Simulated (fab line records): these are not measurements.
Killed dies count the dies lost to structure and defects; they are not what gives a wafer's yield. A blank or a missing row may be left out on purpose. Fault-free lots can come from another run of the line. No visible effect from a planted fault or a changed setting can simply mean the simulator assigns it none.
fab line records	flow sfqLine
record lots=14	wafers=42	lastDay=82
route steps=325 shown M2@90 M3@128 I3@145
lots that met no fault: taken from a fault-free run of the same line
startH: the number of hours between the record's first day and the start of the first shown wafer of the lot	waitH: hours elapsed since this lot's preceding step	" repeats the value in the row above	L1.1+2: one row covering several wafers at once	- no value, or no start was given	* or withheld: withheld	< > ~ a bound
route shown NAME@n: a module of which the file shows steps, and the number in the route of the first	usual: mean and standard deviation over wafers with no fault	same: alike in all rows	chamber/n: place in a boat	sites: the reading at each site	_std_site: standard deviation of those values	_edge_site: mean of outer sites minus mean of inner sites	radiusMm: for every site, how far away it sits from the centre of the wafer	mask NAME#n: copy n	behind: tool/chamber where the wafer was last shaped	hold: reason for holding the lot/hours on hold/outcome of the hold	device: the n, p or np transistor that did not switch	end of line: the tests these same wafers got at the end of their route	a step given without rows: its recipe and nothing more	killed: count of dies lost to structure and defects at first sort (not the wafer's yield)	map: a wafer's dies, marking killed ones x, the rest . and places with no die _
set.NAME: the setting as run; set.NAME@STEP: as run at that earlier step	model.NAME: the simulator's own value behind a step, which no gauge read
the route's steps for a sample of lots (tables are steps, rows are wafers)
services: a tool's chamber out of use, with start hour (startH, from the record's first day; less than 0 if before it), hours out, and reason
## steps
# step SFQ_M2_RS_MEAS_914
# recipe thkMeasGauge=four-point-probe	reads=Nb_of_TRILAYER_M2_DEP_SPUTTER_055
# usual M2_NB_RS=0.894/0.0077
lot.wafer	tool	chamber	startH	waitH	M2_NB_RS[ohm/sq]
L157.1	filmMetro-03	-	516.85	0.0	0.886
L157.2	"	-	"	"	0.884
L157.5	"	-	"	"	0.884
L158.1	filmMetro-04	-	520.45	0.0	0.898
L158.2	"	-	"	"	0.892
L158.3	"	-	"	"	0.896
L159.2	filmMetro-02	-	534.27	0.1	0.899
L159.4	"	-	"	"	0.891
L159.6	"	-	"	"	0.885
L166.4	filmMetro-02	-	595.51	0.1	0.885
L166.5	"	-	"	"	0.901
L166.6	"	-	"	"	0.889
L168.2	filmMetro-02	-	642.44	0.1	0.888
L168.5	"	-	"	"	0.893
L168.6	"	-	"	"	0.894
L169.1	filmMetro-04	-	658.19	0.0	0.879
L169.3	"	-	"	"	0.890
L169.4	"	-	"	"	0.894
L170.3	filmMetro-03	-	669.47	0.1	0.892
L170.4	"	-	"	"	0.883
L170.5	"	-	"	"	0.888
L171.2	filmMetro-04	-	676.65	0.1	0.907
L171.4	"	-	"	"	0.897
L171.5	"	-	"	"	0.897
L172.2	filmMetro-03	-	682.16	0.1	0.887
L172.5	"	-	"	"	0.882
L172.6	"	-	"	"	0.890
L173.1	filmMetro-02	-	688.14	0.0	0.875
L173.5	"	-	"	"	0.881
L173.6	"	-	"	"	0.876
L174.3	filmMetro-02	-	730.73	0.1	0.898
L174.5	"	-	"	"	0.900
L174.6	"	-	"	"	0.901
L176.1	filmMetro-04	-	750.08	0.0	0.888
L176.5	"	-	"	"	0.889
L176.6	"	-	"	"	0.897
L179.2	filmMetro-03	-	762.09	0.1	0.902
L179.4	"	-	"	"	0.898
L179.6	"	-	"	"	0.900
L180.2	filmMetro-03	-	765.51	0.1	0.893
L180.3	"	-	"	"	0.889
L180.4	"	-	"	"	0.897
# step SFQ_TRILAYER_M2_BARC_OPEN_METAL_ETCH_077
# recipe maskMaterial=PR	chemistry=O2	targetDepthNm=125	target=BARC	icpW=600	biasW=80	pressureMtorr=10	timeS=41.7
# usual chamberPressureMTorr=9.999/0.0093	drypumpMotorCurrentA=5.4/0.51	oesProductAu=0.685/0.0042	rfFwdPowerW=593.4/2.5
lot.wafer	tool	chamber	startH	waitH	chamberPressureMTorr	drypumpMotorCurrentA	oesProductAu	rfFwdPowerW	rfHoursCounterH
L157.1	rieMetal-03	1	524.06	0.0	10.004	4.9	0.685	591.5	52
L157.2	"	0	"	"	10.007	6.1	0.686	597.3	25
L157.5	"	1	"	"	10.006	4.9	0.683	590.5	-
L158.1	rieMetal-03	0	529.61	0.0	10.002	6.0	0.688	596.9	26
L158.2	"	1	"	"	9.982	4.9	0.686	596.4	53
L158.3	"	1	"	"	10.003	5.0	0.687	595.6	-
L159.2	rieMetal-03	1	538.75	0.0	9.997	5.0	0.681	590.3	54
L159.4	"	0	"	"	10.012	6.0	0.684	593.6	-
L159.6	"	0	"	"	10.007	6.0	0.678	592.3	-
L166.4	rieMetal-04	0	597.94	0.0	9.997	5.2	0.684	592.3	-
L166.5	"	1	"	"	9.987	5.0	0.687	591.4	-
L166.6	"	0	"	"	10.001	5.2	0.685	590.8	-
L168.2	rieMetal-04	0	790.77	0.0	9.996	5.2	0.689	595.6	125
L168.5	"	0	"	"	10.005	5.2	0.681	592.3	-
L168.6	"	1	"	"	10.002	5.0	0.684	589.6	-
L169.1	rieMetal-04	0	805.17	0.0	9.996	5.3	0.697	595.2	128
L169.3	"	1	"	"	9.997	5.0	0.690	592.5	-
L169.4	"	0	"	"	9.996	5.3	0.683	594.4	-
L170.3	rieMetal-02	0	815.16	0.0	9.996	6.4	0.678	591.0	-
L170.4	"	1	"	"	10.015	5.6	0.687	591.5	-
L170.5	"	1	"	"	9.996	5.6	0.692	590.2	-
L171.2	rieMetal-03	1	819.94	0.0	10.022	4.9	0.695	593.2	88
L171.4	"	1	"	"	10.005	5.0	0.690	589.1	-
L171.5	"	0	"	"	10.001	6.0	0.684	597.5	-
L172.2	rieMetal-04	1	823.54	0.0	9.997	5.0	0.691	594.1	43
L172.5	"	0	"	"	10.000	5.3	0.678	594.2	-
L172.6	"	1	"	"	9.997	5.0	0.679	595.6	-
L173.1	rieMetal-04	0	828.34	0.0	10.016	5.3	0.684	591.8	131
L173.5	"	1	"	"	10.002	5.0	0.686	595.4	-
L173.6	"	0	"	"	10.031	5.2	0.686	596.2	-
L174.3	rieMetal-04	1	877.93	0.0	9.994	5.0	0.682	591.5	-
L174.5	"	0	"	"	10.005	5.2	0.690	595.7	-
L174.6	"	1	"	"	9.987	5.0	0.684	590.4	-
L176.1	rieMetal-03	1	892.31	0.0	10.007	4.9	0.686	595.3	99
L176.5	"	1	"	"	10.012	4.9	0.689	593.2	-
L176.6	"	0	"	"	9.996	6.0	0.678	597.2	-
L179.2	rieMetal-03	1	897.11	0.0	9.994	5.0	0.687	590.2	100
L179.4	"	1	"	"	9.995	4.9	0.683	589.7	-
L179.6	"	1	"	"	9.980	5.0	0.686	590.9	-
L180.2	rieMetal-04	1	898.31	0.0	10.007	5.0	0.681	594.5	55
L180.3	"	1	"	"	10.002	5.0	0.682	591.7	-
L180.4	"	0	"	"	10.010	5.3	0.682	595.7	-
# step SFQ_M3_OVL_MEAS_921
# usual M3_OVL=-1/6
lot.wafer	tool	chamber	startH	waitH	M3_OVL[nm]
L157.1	overlay-02	-	827.11	0.1	-2
L157.2	"	-	"	"	-8
L157.5	"	-	"	"	-3
L158.1	overlay-02	-	831.91	0.1	-7
L158.2	"	-	"	"	-14
L158.3	"	-	"	"	-10
L159.2	overlay-02	-	836.71	0.1	-3
L159.4	"	-	"	"	0
L159.6	"	-	"	"	-3
L166.4	overlay-01	-	869.17	0.1	1
L166.5	"	-	"	"	-3
L166.6	"	-	"	"	1
L168.2	overlay-01	-	872.76	0.1	10
L168.5	"	-	"	"	1
L168.6	"	-	"	"	0
L169.1	overlay-02	-	1059.37	0.1	0
L169.3	"	-	"	"	5
L169.4	"	-	"	"	6
L170.3	overlay-01	-	1071.38	0.1	-4
L170.4	"	-	"	"	-7
L170.5	"	-	"	"	-8
L171.2	overlay-01	-	1078.57	0.1	6
L171.4	"	-	"	"	10
L171.5	"	-	"	"	8
L172.2	overlay-01	-	1085.77	0.1	5
L172.5	"	-	"	"	8
L172.6	"	-	"	"	7
L173.1	overlay-01	-	1089.37	0.1	-3
L173.5	"	-	"	"	-1
L173.6	"	-	"	"	-1
L174.3	overlay-02	-	1149.38	0.1	-5
L174.5	"	-	"	"	-4
L174.6	"	-	"	"	-8
L176.1	overlay-01	-	1170.97	0.1	13
L176.5	"	-	"	"	2
L176.6	"	-	"	"	4
L179.2	overlay-02	-	1178.17	0.1	-5
L179.4	"	-	"	"	-6
L179.6	"	-	"	"	-3
L180.2	overlay-02	-	1180.57	0.1	-17
L180.3	"	-	"	"	-11
L180.4	"	-	"	"	-10
# step SFQ_TRILAYER_I3_VIA_ETCH_VIA_ETCH_088
# recipe target=SiO2	stopOn=Nb	maskMaterial=PR	taperDeg=20	chemistry=CHF3	targetDepthNm=260	sourceW=500	biasW=80	pressureMtorr=30	timeS=withheld
# usual chamberPressureMTorr=30.000/0.028	drypumpMotorCurrentA=5.8/0.62	oesProductAu=0.855/0.0052	rfFwdPowerW=497.8/1.7
lot.wafer	tool	chamber	startH	waitH	chamberPressureMTorr	drypumpMotorCurrentA	oesProductAu	rfFwdPowerW
L157.1	rieDiel-03	1	841.43	0.0	30.014	6.5	0.847	498.9
L157.2	"	0	"	"	29.955	5.1	0.850	499.4
L157.5	"	2	"	"	30.008	6.5	0.859	497.5
L158.1	rieDiel-04	1	851.10	0.0	30.024	6.3	0.846	496.1
L158.2	"	0	"	"	30.012	5.5	0.848	497.4
L158.3	"	2	"	"	29.966	5.7	0.849	500.9
L159.2	rieDiel-04	0	859.44	0.0	29.985	5.5	0.851	496.1
L159.4	"	2	"	"	29.992	5.7	0.851	498.3
L159.6	"	3	"	"	30.054	6.2	0.852	499.5
L166.4	rieDiel-03	2	999.50	0.0	29.995	6.5	0.849	418.2
L166.5	"	1	"	"	30.003	6.5	0.850	419.6
L166.6	"	2	"	"	30.043	6.5	0.849	416.2
L168.2	rieDiel-03	0	1001.90	0.0	30.059	5.1	0.863	420.7
L168.5	"	3	"	"	30.024	5.2	0.856	414.9
L168.6	"	0	"	"	29.987	5.1	0.856	419.1
L169.1	rieDiel-03	3	1199.97	0.0	29.977	5.2	0.860	496.4
L169.3	"	1	"	"	29.991	6.5	0.856	497.4
L169.4	"	2	"	"	29.960	6.5	0.856	500.5
L170.3	rieDiel-03	1	1209.69	0.0	30.020	6.5	0.849	498.5
L170.4	"	0	"	"	30.008	5.1	0.853	497.1
L170.5	"	2	"	"	29.947	6.5	0.858	498.0
L171.2	rieDiel-03	1	1214.49	0.0	30.028	6.5	0.860	499.6
L171.4	"	0	"	"	29.998	5.1	0.854	500.0
L171.5	"	2	"	"	30.028	6.5	0.857	497.3
L172.2	rieDiel-02	1	1220.49	0.0	29.995	4.8	0.855	497.1
L172.5	"	0	"	"	29.974	6.4	0.858	498.8
L172.6	"	1	"	"	29.989	4.8	0.859	496.4
L173.1	rieDiel-03	2	1227.69	0.0	29.976	6.5	0.856	497.1
L173.5	"	3	"	"	30.014	5.2	0.850	498.1
L173.6	"	2	"	"	30.008	6.5	0.848	496.5
L174.3	rieDiel-04	0	1286.25	0.0	30.002	5.6	0.860	496.7
L174.5	"	3	"	"	29.947	6.3	0.849	497.1
L174.6	"	2	"	"	29.989	5.7	0.848	498.7
L176.1	rieDiel-03	3	1311.45	0.0	30.040	5.2	0.869	493.5
L176.5	"	3	"	"	29.943	5.2	0.857	494.3
L176.6	"	0	"	"	29.979	5.1	0.852	500.4
L179.2	rieDiel-04	2	1324.65	0.0	30.000	5.6	0.865	496.8
L179.4	"	3	"	"	30.042	6.2	0.854	498.3
L179.6	"	3	"	"	30.040	6.3	0.861	495.4
L180.2	rieDiel-03	3	1327.05	0.0	29.970	5.2	0.864	497.1
L180.3	"	0	"	"	30.029	5.0	0.850	499.1
L180.4	"	1	"	"	30.012	6.5	0.851	497.0
## services
tool	chamber	startH	hours	kind
rieDiel-03	3	511.91	13.4	repair
rieMetal-03	-	520.56	0.2	repair
rieMetal-04	1	564.81	3.6	repair
rieMetal-03	-	574.20	4.0	pm
rieMetal-04	-	607.04	2.2	repair
rieDiel-03	-	608.51	0.4	repair
rieDiel-03	-	616.41	14.6	pm
rieMetal-04	-	621.08	0.3	repair
rieDiel-03	2	642.55	2.7	repair
rieMetal-04	1	664.78	5.8	repair
rieDiel-03	1	692.40	2.6	repair
rieDiel-03	-	769.94	2.8	pm
rieMetal-04	-	771.17	2.5	repair
rieDiel-03	0	831.82	6.7	repair
rieDiel-03	-	833.68	1.0	repair
rieDiel-03	0	885.47	4.3	repair
rieDiel-03	3	930.66	2.7	repair
rieMetal-04	1	931.34	13.9	repair
rieMetal-04	0	1010.97	14.9	repair
rieDiel-03	3	1026.10	2.2	repair
rieMetal-04	-	1031.18	2.8	pm
rieDiel-03	-	1153.84	1.2	repair
rieDiel-03	-	1181.60	0.8	repair
rieDiel-03	3	1203.55	6.4	repair
## key
firstSign step=SFQ_TRILAYER_I3_VIA_ETCH_VIA_ETCH_088	reading=rfFwdPowerW	direction=down	sigmas=46	usual=497.8	struck=418.1
effect none on later readings
metAt SFQ_TRILAYER_I3_VIA_ETCH_VIA_ETCH_088
struckLots L166,L168
notActingAt SFQ_M2_RS_MEAS_914,SFQ_TRILAYER_M2_BARC_OPEN_METAL_ETCH_077,SFQ_M3_OVL_MEAS_921
onsetBetween 841.43 999.50
fault kind=processParameterDrift	tool=rieDiel-03	chamber=-	onsetH=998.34	steps=SFQ_TRILAYER_I3_VIA_ETCH_VIA_ETCH_088	channel=sourceW	offset=-80	shape=step	endH=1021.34	actsIn=theseRecipesOnly	stated=500
